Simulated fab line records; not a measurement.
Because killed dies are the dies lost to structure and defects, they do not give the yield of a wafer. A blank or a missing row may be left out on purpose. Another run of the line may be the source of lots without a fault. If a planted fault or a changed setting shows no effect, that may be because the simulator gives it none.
fab line records || flow gf180mcu || part 2 of 2: steps 32 to 43 of 43
[record] {"lots": 5, "wafers": 15, "last-day": 34}
route steps=602 shown MVPSD@139 VT_IMPLANT@140 DUAL_GATE@141 POLY_GATE@157 HV_LDD@176
lots untouched by any fault: they come from a run of this same line in which no faults occurred
start-h: hours from the record's first day to the start of the lot's first wafer shown || wait-h: hours since the lot's step before || " the same as in the row above || L1.1+2: a row that stands for several wafers || - value missing, or start not given || * or withheld: withheld || < > ~ a bound
route shown NAME@n: a module of which the file shows steps, and the number in the route of the first || usual: average and standard deviation across the fault-free wafers || same: alike in all rows || chamber/n: place in a boat || sites: readings site by site || _std_site: standard deviation of those values || _edge_site: outer sites' mean less inner sites' || radius-mm: for every site, how far away it sits from the centre of the wafer || mask NAME#n: copy n || behind: the last tool/chamber to shape the wafer || hold: what put the lot on hold/how long, in hours/how the hold closed || device: which transistor (n, p or np) failed to switch || end of line: tests of these same wafers at the route's end || a step without rows: its recipe alone || killed: count of dies lost to structure and defects at first sort (not the wafer's yield) || map: shows each die of a wafer: x if killed, . if not, _ if none is there
set.NAME: the setting that was run; set.NAME@STEP: the one run at that earlier step || model.NAME: the simulator's own value behind a step, which no gauge read
lots at some steps of the route; a table a step, a row a wafer
services: when a tool's chamber went out of use (start-h, in hours from the record's first day, below 0 if earlier), for how many hours, and the reason
[[steps]]
[step GF_POLY_GATE_ETCH_13]
[recipe] {"target": "poly-Si", "target-depth-nm": 198.5, "stop-on": "SiO2", "over-etch-frac": 0.403, "chemistry": "HBr/Cl2", "icp-w": 408.3, "bias-w": 100, "pressure-mtorr": 10, "HBr_flow_sccm": 150, "Cl2_flow_sccm": 50, "time-s": 69.6}
[usual] {"bias-w": "100.0/0.32", "drypump-motor-current-A": "5.7/0.37", "oes-product-au": "0.980/0.0064", "throttle-valve-pct": "33.685/0.0096"}
[same] {"over-etch-frac": 0.403}
{"lot.wafer": "L080.3", "tool": "rie-si-02", "chamber": 2, "start-h": 246.36, "wait-h": "-", "bias-w": 99.7, "drypump-motor-current-A": 5.1, "oes-product-au": 0.981, "rf-hours-counter-h": 100, "throttle-valve-pct": 33.693}
{"lot.wafer": "L080.5", "tool": "rie-si-02", "chamber": 1, "start-h": 246.36, "wait-h": "-", "bias-w": 100.2, "drypump-motor-current-A": 6.0, "oes-product-au": 0.985, "rf-hours-counter-h": "-", "throttle-valve-pct": 33.684}
{"lot.wafer": "L080.6", "tool": "rie-si-02", "chamber": 2, "start-h": 246.36, "wait-h": "-", "bias-w": 99.9, "drypump-motor-current-A": 5.2, "oes-product-au": 0.982, "rf-hours-counter-h": "-", "throttle-valve-pct": 33.695}
{"lot.wafer": "L085.1", "tool": "rie-si-01", "chamber": 1, "start-h": 275.86, "wait-h": "-", "bias-w": 99.6, "drypump-motor-current-A": 5.9, "oes-product-au": 0.986, "rf-hours-counter-h": 0, "throttle-valve-pct": 33.689}
{"lot.wafer": "L085.3", "tool": "rie-si-01", "chamber": 2, "start-h": 275.86, "wait-h": "-", "bias-w": 99.9, "drypump-motor-current-A": 5.0, "oes-product-au": 0.981, "rf-hours-counter-h": 5, "throttle-valve-pct": 33.684}
{"lot.wafer": "L085.5", "tool": "rie-si-01", "chamber": 2, "start-h": 275.86, "wait-h": "-", "bias-w": 100.2, "drypump-motor-current-A": 5.0, "oes-product-au": 0.977, "rf-hours-counter-h": "-", "throttle-valve-pct": 33.684}
{"lot.wafer": "L089.1", "tool": "rie-si-01", "chamber": 0, "start-h": 308.96, "wait-h": "-", "bias-w": 99.4, "drypump-motor-current-A": 5.9, "oes-product-au": 0.980, "rf-hours-counter-h": 28, "throttle-valve-pct": 33.678}
{"lot.wafer": "L089.3", "tool": "rie-si-01", "chamber": 3, "start-h": 308.96, "wait-h": "-", "bias-w": 100.3, "drypump-motor-current-A": 5.5, "oes-product-au": 0.985, "rf-hours-counter-h": 60, "throttle-valve-pct": 33.700}
{"lot.wafer": "L089.4", "tool": "rie-si-01", "chamber": 1, "start-h": 308.96, "wait-h": "-", "bias-w": 99.7, "drypump-motor-current-A": 5.9, "oes-product-au": 0.973, "rf-hours-counter-h": 0, "throttle-valve-pct": 33.677}
{"lot.wafer": "L092.2", "tool": "rie-si-02", "chamber": 0, "start-h": 328.23, "wait-h": "-", "bias-w": 100.0, "drypump-motor-current-A": 6.1, "oes-product-au": 0.978, "rf-hours-counter-h": 1, "throttle-valve-pct": 33.702}
{"lot.wafer": "L092.4", "tool": "rie-si-02", "chamber": 0, "start-h": 328.23, "wait-h": "-", "bias-w": 100.3, "drypump-motor-current-A": 6.2, "oes-product-au": 0.987, "rf-hours-counter-h": "-", "throttle-valve-pct": 33.684}
{"lot.wafer": "L092.6", "tool": "rie-si-02", "chamber": 1, "start-h": 328.23, "wait-h": "-", "bias-w": 100.0, "drypump-motor-current-A": 6.0, "oes-product-au": 0.983, "rf-hours-counter-h": "-", "throttle-valve-pct": 33.686}
{"lot.wafer": "L094.1", "tool": "rie-si-01", "chamber": 1, "start-h": 341.89, "wait-h": "-", "bias-w": 100.6, "drypump-motor-current-A": 5.9, "oes-product-au": 0.980, "rf-hours-counter-h": 1, "throttle-valve-pct": 33.673}
{"lot.wafer": "L094.3", "tool": "rie-si-01", "chamber": 2, "start-h": 341.89, "wait-h": "-", "bias-w": 99.9, "drypump-motor-current-A": 5.0, "oes-product-au": 0.988, "rf-hours-counter-h": 5, "throttle-valve-pct": 33.677}
{"lot.wafer": "L094.5", "tool": "rie-si-01", "chamber": 1, "start-h": 341.89, "wait-h": "-", "bias-w": 100.5, "drypump-motor-current-A": 5.9, "oes-product-au": 0.980, "rf-hours-counter-h": "-", "throttle-valve-pct": 33.677}
[step GF_POLY_GATE_STRIP_14]
[recipe] {"chemistry": "O2/N2", "power-w": 1400, "pressure-mtorr": 1500, "platen-temp-c": 250, "o2-flow-sccm": 3000, "n2-flow-sccm": 300, "overash-fraction": 0.5}
[usual] {"drypump-motor-current-A": "5.9/0.53", "heater-power-w": "322/45", "oes-product-au": "0.504/0.0045"}
{"lot.wafer": "L080.3", "tool": "plasma-asher-03", "chamber": 0, "start-h": 246.45, "wait-h": 0.1, "drypump-motor-current-A": 6.1, "heater-power-w": 250, "oes-product-au": 0.501, "rf-hours-counter-h": "-"}
{"lot.wafer": "L080.5", "tool": "plasma-asher-03", "chamber": 0, "start-h": 246.45, "wait-h": 0.1, "drypump-motor-current-A": 6.1, "heater-power-w": 248, "oes-product-au": 0.504, "rf-hours-counter-h": "-"}
{"lot.wafer": "L080.6", "tool": "plasma-asher-03", "chamber": 1, "start-h": 246.45, "wait-h": 0.1, "drypump-motor-current-A": 6.7, "heater-power-w": 402, "oes-product-au": 0.506, "rf-hours-counter-h": "-"}
{"lot.wafer": "L085.1", "tool": "plasma-asher-03", "chamber": 0, "start-h": 275.92, "wait-h": 0.0, "drypump-motor-current-A": 6.1, "heater-power-w": 246, "oes-product-au": 0.503, "rf-hours-counter-h": 47}
{"lot.wafer": "L085.3", "tool": "plasma-asher-03", "chamber": 0, "start-h": 275.92, "wait-h": 0.0, "drypump-motor-current-A": 6.1, "heater-power-w": 246, "oes-product-au": 0.501, "rf-hours-counter-h": "-"}
{"lot.wafer": "L085.5", "tool": "plasma-asher-03", "chamber": 1, "start-h": 275.92, "wait-h": 0.0, "drypump-motor-current-A": 6.7, "heater-power-w": 401, "oes-product-au": 0.502, "rf-hours-counter-h": "-"}
{"lot.wafer": "L089.1", "tool": "plasma-asher-03", "chamber": 0, "start-h": 309.02, "wait-h": 0.0, "drypump-motor-current-A": 6.1, "heater-power-w": 251, "oes-product-au": 0.507, "rf-hours-counter-h": 51}
{"lot.wafer": "L089.3", "tool": "plasma-asher-03", "chamber": 1, "start-h": 309.02, "wait-h": 0.0, "drypump-motor-current-A": 6.7, "heater-power-w": 408, "oes-product-au": 0.507, "rf-hours-counter-h": "-"}
{"lot.wafer": "L089.4", "tool": "plasma-asher-03", "chamber": 0, "start-h": 309.02, "wait-h": 0.0, "drypump-motor-current-A": 6.1, "heater-power-w": 246, "oes-product-au": 0.500, "rf-hours-counter-h": "-"}
{"lot.wafer": "L092.2", "tool": "plasma-asher-01", "chamber": 0, "start-h": 328.28, "wait-h": 0.0, "drypump-motor-current-A": 5.4, "heater-power-w": 328, "oes-product-au": 0.500, "rf-hours-counter-h": 21}
{"lot.wafer": "L092.4", "tool": "plasma-asher-01", "chamber": 0, "start-h": 328.28, "wait-h": 0.0, "drypump-motor-current-A": 5.4, "heater-power-w": 323, "oes-product-au": 0.510, "rf-hours-counter-h": "-"}
{"lot.wafer": "L092.6", "tool": "plasma-asher-01", "chamber": 1, "start-h": 328.28, "wait-h": 0.0, "drypump-motor-current-A": 6.1, "heater-power-w": 312, "oes-product-au": 0.507, "rf-hours-counter-h": "-"}
{"lot.wafer": "L094.1", "tool": "plasma-asher-01", "chamber": 0, "start-h": 341.95, "wait-h": 0.0, "drypump-motor-current-A": 5.4, "heater-power-w": 311, "oes-product-au": 0.499, "rf-hours-counter-h": 23}
{"lot.wafer": "L094.3", "tool": "plasma-asher-01", "chamber": 0, "start-h": 341.95, "wait-h": 0.0, "drypump-motor-current-A": 5.4, "heater-power-w": 329, "oes-product-au": 0.504, "rf-hours-counter-h": "-"}
{"lot.wafer": "L094.5", "tool": "plasma-asher-01", "chamber": 1, "start-h": 341.95, "wait-h": 0.0, "drypump-motor-current-A": 6.1, "heater-power-w": 305, "oes-product-au": 0.503, "rf-hours-counter-h": "-"}
[step GF_POLY_GATE_CLEAN_15]
[recipe] {"chemistry": "SC1/SC2", "mix": "1:4:20", "temp-c": 70, "time-s": 150, "dry": "n2-spin"}
[usual] {"bath-heat-duty-pct": "13.3/1.4"}
{"lot.wafer": "L080.3", "tool": "wet-bench-04", "chamber": 3, "start-h": 246.52, "wait-h": 0.0, "bath-heat-duty-pct": 14.3}
{"lot.wafer": "L080.5", "tool": "wet-bench-04", "chamber": 3, "start-h": 246.52, "wait-h": 0.0, "bath-heat-duty-pct": 13.5}
{"lot.wafer": "L080.6", "tool": "wet-bench-04", "chamber": 3, "start-h": 246.52, "wait-h": 0.0, "bath-heat-duty-pct": 12.8}
{"lot.wafer": "L085.1", "tool": "wet-bench-02", "chamber": 2, "start-h": 276.02, "wait-h": 0.1, "bath-heat-duty-pct": 12.3}
{"lot.wafer": "L085.3", "tool": "wet-bench-02", "chamber": 2, "start-h": 276.02, "wait-h": 0.1, "bath-heat-duty-pct": 13.2}
{"lot.wafer": "L085.5", "tool": "wet-bench-02", "chamber": 2, "start-h": 276.02, "wait-h": 0.1, "bath-heat-duty-pct": 12.8}
{"lot.wafer": "L089.1", "tool": "wet-bench-02", "chamber": 3, "start-h": 309.12, "wait-h": 0.1, "bath-heat-duty-pct": 15.4}
{"lot.wafer": "L089.3", "tool": "wet-bench-02", "chamber": 3, "start-h": 309.12, "wait-h": 0.1, "bath-heat-duty-pct": 15.8}
{"lot.wafer": "L089.4", "tool": "wet-bench-02", "chamber": 3, "start-h": 309.12, "wait-h": 0.1, "bath-heat-duty-pct": 14.5}
{"lot.wafer": "L092.2", "tool": "wet-bench-02", "chamber": 1, "start-h": 328.38, "wait-h": 0.1, "bath-heat-duty-pct": 10.0}
{"lot.wafer": "L092.4", "tool": "wet-bench-02", "chamber": 1, "start-h": 328.38, "wait-h": 0.1, "bath-heat-duty-pct": 10.7}
{"lot.wafer": "L092.6", "tool": "wet-bench-02", "chamber": 1, "start-h": 328.38, "wait-h": 0.1, "bath-heat-duty-pct": 10.5}
{"lot.wafer": "L094.1", "tool": "wet-bench-03", "chamber": 3, "start-h": 342.05, "wait-h": 0.1, "bath-heat-duty-pct": 11.7}
{"lot.wafer": "L094.3", "tool": "wet-bench-03", "chamber": 3, "start-h": 342.05, "wait-h": 0.1, "bath-heat-duty-pct": 13.4}
{"lot.wafer": "L094.5", "tool": "wet-bench-03", "chamber": 3, "start-h": 342.05, "wait-h": 0.1, "bath-heat-duty-pct": 11.2}
[step GF_POLY_GATE_OXIDATION_16]
[recipe] {"temp-c": 850, "ambient": "O2", "stabilise-s": 600, "purge-s": 300, "target-thk-a": 40, "ox-time-s": 899}
[usual] {"spike-tc-bottom-C": "867.4/1.6", "spike-tc-lower-C": "850.0/0.98"}
{"lot.wafer": "L080.3", "tool": "furnace-01", "chamber": 0, "start-h": 246.57, "wait-h": 0.0, "spike-tc-bottom-C": 867.1, "spike-tc-lower-C": 849.2}
{"lot.wafer": "L080.5", "tool": "furnace-01", "chamber": 0, "start-h": 246.57, "wait-h": 0.0, "spike-tc-bottom-C": 864.9, "spike-tc-lower-C": 850.5}
{"lot.wafer": "L080.6", "tool": "furnace-01", "chamber": 0, "start-h": 246.57, "wait-h": 0.0, "spike-tc-bottom-C": 864.9, "spike-tc-lower-C": 851.7}
{"lot.wafer": "L085.1", "tool": "furnace-01", "chamber": 0, "start-h": 280.15, "wait-h": 4.1, "spike-tc-bottom-C": 863.8, "spike-tc-lower-C": 849.0}
{"lot.wafer": "L085.3", "tool": "furnace-01", "chamber": 0, "start-h": 280.15, "wait-h": 4.1, "spike-tc-bottom-C": 864.2, "spike-tc-lower-C": 848.9}
{"lot.wafer": "L085.5", "tool": "furnace-01", "chamber": 0, "start-h": 280.15, "wait-h": 4.1, "spike-tc-bottom-C": 866.0, "spike-tc-lower-C": 851.4}
{"lot.wafer": "L089.1", "tool": "furnace-02", "chamber": 0, "start-h": 309.88, "wait-h": 0.7, "spike-tc-bottom-C": 869.4, "spike-tc-lower-C": 849.8}
{"lot.wafer": "L089.3", "tool": "furnace-02", "chamber": 0, "start-h": 309.88, "wait-h": 0.7, "spike-tc-bottom-C": 867.9, "spike-tc-lower-C": 849.7}
{"lot.wafer": "L089.4", "tool": "furnace-02", "chamber": 0, "start-h": 309.88, "wait-h": 0.7, "spike-tc-bottom-C": 867.8, "spike-tc-lower-C": 848.8}
{"lot.wafer": "L092.2", "tool": "furnace-02", "chamber": 0, "start-h": 328.43, "wait-h": 0.0, "spike-tc-bottom-C": 867.8, "spike-tc-lower-C": 849.3}
{"lot.wafer": "L092.4", "tool": "furnace-02", "chamber": 0, "start-h": 328.43, "wait-h": 0.0, "spike-tc-bottom-C": 869.6, "spike-tc-lower-C": 848.2}
{"lot.wafer": "L092.6", "tool": "furnace-02", "chamber": 0, "start-h": 328.43, "wait-h": 0.0, "spike-tc-bottom-C": 869.4, "spike-tc-lower-C": 849.5}
{"lot.wafer": "L094.1", "tool": "furnace-02", "chamber": 0, "start-h": 345.01, "wait-h": 2.9, "spike-tc-bottom-C": 867.5, "spike-tc-lower-C": 848.6}
{"lot.wafer": "L094.3", "tool": "furnace-02", "chamber": 0, "start-h": 345.01, "wait-h": 2.9, "spike-tc-bottom-C": 868.3, "spike-tc-lower-C": 849.9}
{"lot.wafer": "L094.5", "tool": "furnace-02", "chamber": 0, "start-h": 345.01, "wait-h": 2.9, "spike-tc-bottom-C": 868.2, "spike-tc-lower-C": 848.2}
[step GF_POLY_GATE_THK_MEAS_17]
[recipe] {"reads": "SiO2_of_POLY_GATE_OXIDATION_16"}
[usual] {"POLY_GATE_OXIDATION_THK": "3.98/0.08"}
{"lot.wafer": "L080.3", "tool": "film-metro-04", "chamber": "-", "start-h": 247.84, "wait-h": 0.0, "POLY_GATE_OXIDATION_THK[nm]": 4.00}
{"lot.wafer": "L080.5", "tool": "film-metro-04", "chamber": "-", "start-h": 247.84, "wait-h": 0.0, "POLY_GATE_OXIDATION_THK[nm]": 3.86}
{"lot.wafer": "L080.6", "tool": "film-metro-04", "chamber": "-", "start-h": 247.84, "wait-h": 0.0, "POLY_GATE_OXIDATION_THK[nm]": 4.04}
{"lot.wafer": "L085.1", "tool": "film-metro-04", "chamber": "-", "start-h": 281.42, "wait-h": 0.0, "POLY_GATE_OXIDATION_THK[nm]": 4.02}
{"lot.wafer": "L085.3", "tool": "film-metro-04", "chamber": "-", "start-h": 281.42, "wait-h": 0.0, "POLY_GATE_OXIDATION_THK[nm]": 3.95}
{"lot.wafer": "L085.5", "tool": "film-metro-04", "chamber": "-", "start-h": 281.42, "wait-h": 0.0, "POLY_GATE_OXIDATION_THK[nm]": 3.99}
{"lot.wafer": "L089.1", "tool": "film-metro-02", "chamber": "-", "start-h": 311.13, "wait-h": 0.0, "POLY_GATE_OXIDATION_THK[nm]": 3.93}
{"lot.wafer": "L089.3", "tool": "film-metro-02", "chamber": "-", "start-h": 311.13, "wait-h": 0.0, "POLY_GATE_OXIDATION_THK[nm]": 4.00}
{"lot.wafer": "L089.4", "tool": "film-metro-02", "chamber": "-", "start-h": 311.13, "wait-h": 0.0, "POLY_GATE_OXIDATION_THK[nm]": 3.94}
{"lot.wafer": "L092.2", "tool": "film-metro-04", "chamber": "-", "start-h": 329.69, "wait-h": 0.0, "POLY_GATE_OXIDATION_THK[nm]": 4.15}
{"lot.wafer": "L092.4", "tool": "film-metro-04", "chamber": "-", "start-h": 329.69, "wait-h": 0.0, "POLY_GATE_OXIDATION_THK[nm]": 4.17}
{"lot.wafer": "L092.6", "tool": "film-metro-04", "chamber": "-", "start-h": 329.69, "wait-h": 0.0, "POLY_GATE_OXIDATION_THK[nm]": 4.21}
{"lot.wafer": "L094.1", "tool": "film-metro-04", "chamber": "-", "start-h": 346.26, "wait-h": 0.0, "POLY_GATE_OXIDATION_THK[nm]": 4.01}
{"lot.wafer": "L094.3", "tool": "film-metro-04", "chamber": "-", "start-h": 346.26, "wait-h": 0.0, "POLY_GATE_OXIDATION_THK[nm]": 4.02}
{"lot.wafer": "L094.5", "tool": "film-metro-04", "chamber": "-", "start-h": 346.26, "wait-h": 0.0, "POLY_GATE_OXIDATION_THK[nm]": 4.11}
[step GF_POLY_GATE_CD_MEAS_18]
[usual] {"cd-nm": "279.8/2.3"}
{"lot.wafer": "L080.3", "tool": "cd-sem-02", "chamber": "-", "start-h": 247.93, "wait-h": 0.1, "cd-nm": 278.8}
{"lot.wafer": "L080.5", "tool": "cd-sem-02", "chamber": "-", "start-h": 247.93, "wait-h": 0.1, "cd-nm": 283.1}
{"lot.wafer": "L080.6", "tool": "cd-sem-02", "chamber": "-", "start-h": 247.93, "wait-h": 0.1, "cd-nm": 282.4}
{"lot.wafer": "L085.1", "tool": "cd-sem-02", "chamber": "-", "start-h": 281.48, "wait-h": 0.1, "cd-nm": 280.7}
{"lot.wafer": "L085.3", "tool": "cd-sem-02", "chamber": "-", "start-h": 281.48, "wait-h": 0.1, "cd-nm": 277.9}
{"lot.wafer": "L085.5", "tool": "cd-sem-02", "chamber": "-", "start-h": 281.48, "wait-h": 0.1, "cd-nm": 279.4}
{"lot.wafer": "L089.1", "tool": "cd-sem-02", "chamber": "-", "start-h": 311.19, "wait-h": 0.1, "cd-nm": 277.9}
{"lot.wafer": "L089.3", "tool": "cd-sem-02", "chamber": "-", "start-h": 311.19, "wait-h": 0.1, "cd-nm": 276.6}
{"lot.wafer": "L089.4", "tool": "cd-sem-02", "chamber": "-", "start-h": 311.19, "wait-h": 0.1, "cd-nm": 279.9}
{"lot.wafer": "L092.2", "tool": "cd-sem-01", "chamber": "-", "start-h": 329.77, "wait-h": 0.1, "cd-nm": 283.5}
{"lot.wafer": "L092.4", "tool": "cd-sem-01", "chamber": "-", "start-h": 329.77, "wait-h": 0.1, "cd-nm": 280.3}
{"lot.wafer": "L092.6", "tool": "cd-sem-01", "chamber": "-", "start-h": 329.77, "wait-h": 0.1, "cd-nm": 283.3}
{"lot.wafer": "L094.1", "tool": "cd-sem-02", "chamber": "-", "start-h": 346.32, "wait-h": 0.1, "cd-nm": 281.5}
{"lot.wafer": "L094.3", "tool": "cd-sem-02", "chamber": "-", "start-h": 346.32, "wait-h": 0.1, "cd-nm": 278.7}
{"lot.wafer": "L094.5", "tool": "cd-sem-02", "chamber": "-", "start-h": 346.32, "wait-h": 0.1, "cd-nm": 280.3}
[step GF_HV_LDD_DEHYDRATE_00]
[recipe] {"temp-c": 200, "time-s": 60}
{"lot.wafer": "L080.3+5+6", "tool": "litho-track-04", "chamber": 0, "start-h": 256.84, "wait-h": 8.9}
{"lot.wafer": "L085.1+3+5", "tool": "litho-track-02", "chamber": 0, "start-h": 291.21, "wait-h": 9.7}
{"lot.wafer": "L089.1+3+4", "tool": "litho-track-02", "chamber": 0, "start-h": 321.36, "wait-h": 10.1}
{"lot.wafer": "L092.2+4+6", "tool": "litho-track-01", "chamber": 0, "start-h": 340.19, "wait-h": 10.4}
{"lot.wafer": "L094.1+3+5", "tool": "litho-track-02", "chamber": 0, "start-h": 356.66, "wait-h": 10.3}
[step GF_HV_LDD_HMDS_01]
[recipe] {"prime-time-s": 60, "prime-temp-c": 120}
{"lot.wafer": "L080.3+5+6", "tool": "litho-track-04", "chamber": 0, "start-h": 256.99, "wait-h": 0.1}
{"lot.wafer": "L085.1+3+5", "tool": "litho-track-02", "chamber": 0, "start-h": 291.36, "wait-h": 0.1}
{"lot.wafer": "L089.1+3+4", "tool": "litho-track-02", "chamber": 0, "start-h": 321.51, "wait-h": 0.1}
{"lot.wafer": "L092.2+4+6", "tool": "litho-track-01", "chamber": 0, "start-h": 340.34, "wait-h": 0.1}
{"lot.wafer": "L094.1+3+5", "tool": "litho-track-02", "chamber": 0, "start-h": 356.81, "wait-h": 0.1}
[step GF_HV_LDD_COAT_02]
[recipe] {"resist": "NOVOLAK", "spin-rpm": 3000, "resist-thk-nm": 1000}
{"lot.wafer": "L080.3+5+6", "tool": "litho-track-04", "chamber": 0, "start-h": 257.14, "wait-h": 0.1}
{"lot.wafer": "L085.1+3+5", "tool": "litho-track-02", "chamber": 0, "start-h": 291.51, "wait-h": 0.1}
{"lot.wafer": "L089.1+3+4", "tool": "litho-track-02", "chamber": 0, "start-h": 321.66, "wait-h": 0.1}
{"lot.wafer": "L092.2+4+6", "tool": "litho-track-01", "chamber": 0, "start-h": 340.49, "wait-h": 0.1}
{"lot.wafer": "L094.1+3+5", "tool": "litho-track-02", "chamber": 0, "start-h": 356.96, "wait-h": 0.1}
[step GF_HV_LDD_SOFTBAKE_03]
[recipe] {"temp-c": 90, "time-s": 60, "resist": "NOVOLAK"}
{"lot.wafer": "L080.3+5+6", "tool": "litho-track-04", "chamber": 0, "start-h": 257.29, "wait-h": 0.1}
{"lot.wafer": "L085.1+3+5", "tool": "litho-track-02", "chamber": 0, "start-h": 291.66, "wait-h": 0.1}
{"lot.wafer": "L089.1+3+4", "tool": "litho-track-02", "chamber": 0, "start-h": 321.81, "wait-h": 0.1}
{"lot.wafer": "L092.2+4+6", "tool": "litho-track-01", "chamber": 0, "start-h": 340.64, "wait-h": 0.1}
{"lot.wafer": "L094.1+3+5", "tool": "litho-track-02", "chamber": 0, "start-h": 357.11, "wait-h": 0.1}
[step GF_HV_LDD_EXPOSE_04]
[recipe] {"mask-id": "Nplus_LV_AREA", "target-cd-nm": 400, "na": 0.6, "source-shape": "conventional", "sigma-outer": 0.6, "dose-mj": 140}
{"lot.wafer": "L080.3+5+6", "tool": "iline-stepper-02", "chamber": 0, "start-h": "-", "wait-h": "-", "mask": "Nplus_LV_AREA#0"}
{"lot.wafer": "L085.1+3+5", "tool": "iline-stepper-01", "chamber": 0, "start-h": "-", "wait-h": "-", "mask": "Nplus_LV_AREA#0"}
{"lot.wafer": "L089.1+3+4", "tool": "iline-stepper-02", "chamber": 0, "start-h": "-", "wait-h": "-", "mask": "Nplus_LV_AREA#0"}
{"lot.wafer": "L092.2+4+6", "tool": "iline-stepper-02", "chamber": 0, "start-h": "-", "wait-h": "-", "mask": "Nplus_LV_AREA#0"}
{"lot.wafer": "L094.1+3+5", "tool": "iline-stepper-02", "chamber": 0, "start-h": "-", "wait-h": "-", "mask": "Nplus_LV_AREA#0"}
[step GF_HV_LDD_PEB_05]
[recipe] {"temp-c": "withheld", "time-s": "*", "resist": "NOVOLAK"}
{"lot.wafer": "L080.3+5+6", "tool": "litho-track-02", "chamber": 0, "start-h": "-", "wait-h": "-"}
{"lot.wafer": "L085.1+3+5", "tool": "litho-track-01", "chamber": 0, "start-h": "-", "wait-h": "-"}
{"lot.wafer": "L089.1+3+4", "tool": "litho-track-04", "chamber": 0, "start-h": "-", "wait-h": "-"}
{"lot.wafer": "L092.2+4+6", "tool": "litho-track-01", "chamber": 0, "start-h": "-", "wait-h": "-"}
{"lot.wafer": "L094.1+3+5", "tool": "litho-track-02", "chamber": 0, "start-h": "-", "wait-h": "-"}
[[services]]
{"tool": "krf-scanner-01", "chamber": "-", "start-h": 185.07, "hours": 0.3, "kind": "repair"}
{"tool": "wet-bench-03", "chamber": "-", "start-h": 196.63, "hours": 7.5, "kind": "repair"}
{"tool": "plasma-asher-03", "chamber": "-", "start-h": 197.65, "hours": 0.9, "kind": "repair"}
{"tool": "plasma-asher-03", "chamber": "-", "start-h": 214.13, "hours": 2.8, "kind": "pm"}
{"tool": "wet-bench-02", "chamber": "-", "start-h": 218.51, "hours": 3.1, "kind": "repair"}
{"tool": "rie-si-01", "chamber": 0, "start-h": 244.02, "hours": 1.9, "kind": "repair"}
{"tool": "krf-scanner-01", "chamber": "-", "start-h": 251.19, "hours": 1.3, "kind": "pm"}
{"tool": "krf-scanner-01", "chamber": "-", "start-h": 253.30, "hours": 1.0, "kind": "pm"}
{"tool": "furnace-01", "chamber": "-", "start-h": 260.13, "hours": 11.5, "kind": "pm"}
{"tool": "rie-diel-01", "chamber": 3, "start-h": 264.03, "hours": 16.0, "kind": "repair"}
{"tool": "iline-stepper-02", "chamber": "-", "start-h": 268.64, "hours": 1.7, "kind": "pm"}
{"tool": "furnace-02", "chamber": "-", "start-h": 277.58, "hours": 2.7, "kind": "pm"}
{"tool": "krf-scanner-01", "chamber": "-", "start-h": 277.59, "hours": 0.9, "kind": "repair"}
{"tool": "plasma-asher-01", "chamber": "-", "start-h": 283.55, "hours": 2.8, "kind": "pm"}
{"tool": "furnace-01", "chamber": "-", "start-h": 288.80, "hours": 2.6, "kind": "pm"}
{"tool": "krf-scanner-01", "chamber": "-", "start-h": 288.82, "hours": 0.8, "kind": "pm"}
{"tool": "rie-si-01", "chamber": "-", "start-h": 304.92, "hours": 2.8, "kind": "pm"}
{"tool": "furnace-01", "chamber": "-", "start-h": 328.49, "hours": 2.8, "kind": "repair"}
{"tool": "furnace-02", "chamber": "-", "start-h": 332.52, "hours": 2.8, "kind": "pm"}
{"tool": "lpcvd-01", "chamber": "-", "start-h": 335.18, "hours": 1.2, "kind": "repair"}
{"tool": "furnace-01", "chamber": "-", "start-h": 336.85, "hours": 3.5, "kind": "pm"}
{"tool": "krf-scanner-01", "chamber": "-", "start-h": 339.20, "hours": 0.2, "kind": "repair"}
{"tool": "wet-bench-03", "chamber": "-", "start-h": 350.50, "hours": 11.0, "kind": "repair"}
{"tool": "krf-scanner-01", "chamber": "-", "start-h": 355.19, "hours": 0.3, "kind": "repair"}
